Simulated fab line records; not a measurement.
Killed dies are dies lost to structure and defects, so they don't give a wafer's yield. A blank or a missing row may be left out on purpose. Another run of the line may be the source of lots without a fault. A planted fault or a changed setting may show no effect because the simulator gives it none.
Split-lot trial	flow sfq_line	5 lots, 23 wafers read, on a route of 325 steps

== THE SPLIT ITSELF ==
At SFQ_TRILAYER_M7_LITHO_EXPOSE_178 (exposes mask M7, target cd 500 nm), the setting dose_mj was moved away from the recipe's 14.4 on 5 of the 23 wafers read, by +2.6% to +3.1%. For the rest of the wafers, this setting stayed at what the recipe calls for.

== FROM THE SPLIT TO THE READING: what the file shows between them, 2 steps ==
- SFQ_TRILAYER_M7_LITHO_PEB_180: peb time 60 s
- SFQ_TRILAYER_M7_LITHO_DEVELOP_179: time 60 s

== THE READING ==
M7.cd_nm (the simulator's own value, which no gauge read), in nm, at SFQ_TRILAYER_M7_BARC_OPEN_METAL_ETCH_229 (etches BARC in O2, target depth 125 nm, time 41.7 s). There is no usual value for it anywhere in the file. Across the 18 wafers here that went through the recipe, the average is 499.8 nm and the standard deviation 1.5 nm.

wafer	tool, chamber at the split	dose_mj as run	against the recipe	M7.cd_nm, nm	against lot-mates on the recipe
L075.1	krf_scanner-02, 0	14.4	recipe	501.3	-
L075.2	krf_scanner-02, 0	14.4	recipe	501.4	-
L075.3	krf_scanner-02, 0	14.4	recipe	500.7	-
L075.5	krf_scanner-02, 0	14.4	recipe	502.2	-
L075.6	krf_scanner-02, 0	14.4	recipe	500.1	-
L077.1	krf_scanner-02, 0	14.4	recipe	498	-
L077.3	krf_scanner-02, 0	14.4	recipe	497.1	-
L077.4	krf_scanner-02, 0	14.4	recipe	499.3	-
L077.5	krf_scanner-02, 0	14.4	recipe	496.8	-
L077.6	krf_scanner-02, 0	14.4	recipe	499	-
L078.1	krf_scanner-02, 0	14.4	recipe	500.5	-
L078.5	krf_scanner-02, 0	14.4	recipe	500.9	-
L078.6	krf_scanner-02, 0	14.4	recipe	500.1	-
L079.2	krf_scanner-02, 0	14.77	+2.6%	496.3	-3.0
L079.6	krf_scanner-02, 0	14.77	+2.6%	496.3	-3.0
L079.3	krf_scanner-02, 0	14.4	recipe	498.9	-
L079.4	krf_scanner-02, 0	14.77	+2.6%	494.5	-4.8
L079.5	krf_scanner-02, 0	14.4	recipe	499.7	-
L080.1	krf_scanner-02, 0	14.84	+3.1%	494.4	-5.7
L080.2	krf_scanner-02, 0	14.4	recipe	499.3	-
L080.3	krf_scanner-02, 0	14.4	recipe	499.2	-
L080.4	krf_scanner-02, 0	14.84	+3.1%	495.2	-4.9
L080.5	krf_scanner-02, 0	14.4	recipe	501.8	-

FIT RESULTS
A straight line over all 23 wafers: M7.cd_nm changes by -1.61 nm for each +1% of dose_mj; r = -0.81; the points scatter about the line by 1.4 nm.
The same after taking each lot's own level away (the mean of its wafers on the recipe; 23 wafers): -1.57 nm for each +1%; r = -0.91; scatter 0.87 nm.
On that fit, the largest move of dose_mj shifts the reading by 4.8 nm.
The span of the lots' own levels, 498.04 to 501.14 nm, comes to 2.1 times the standard deviation stated above.
The two slopes agree, so the slope changes little with the lot-to-lot level.
Check: with one of the wafers moved furthest among these (+3.1%) left out of the fit, the line predicts -4.48 nm for it against its lot-mates. Against them it came out at -5.7 nm.

== OTHER SPLITS APPLIED TO THESE WAFERS ==
These wafers also went through other splits before the reading. Each is held against what the fit with the lots' levels taken away leaves over:
other split on the same wafers	wafers away from the commonest value	r with M7.cd_nm (lot level and that fit taken away)
SFQ_TRILAYER_M6_LITHO_COAT_164 resist_thk_nm	5	+0.13
SFQ_TRILAYER_I6_VIA_LITHO_COAT_169 resist_thk_nm	4	-0.04
SFQ_TRILAYER_I6_VIA_LITHO_PEB_172 peb_temp_c	6	-0.03
SFQ_TRILAYER_M7_DEP_SPUTTER_175 time_s	10	+0.03

== FILE'S OWN FIT ==
M7.cd_nm changes by -1.61 nm for each +1% of dose_mj, r = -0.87.
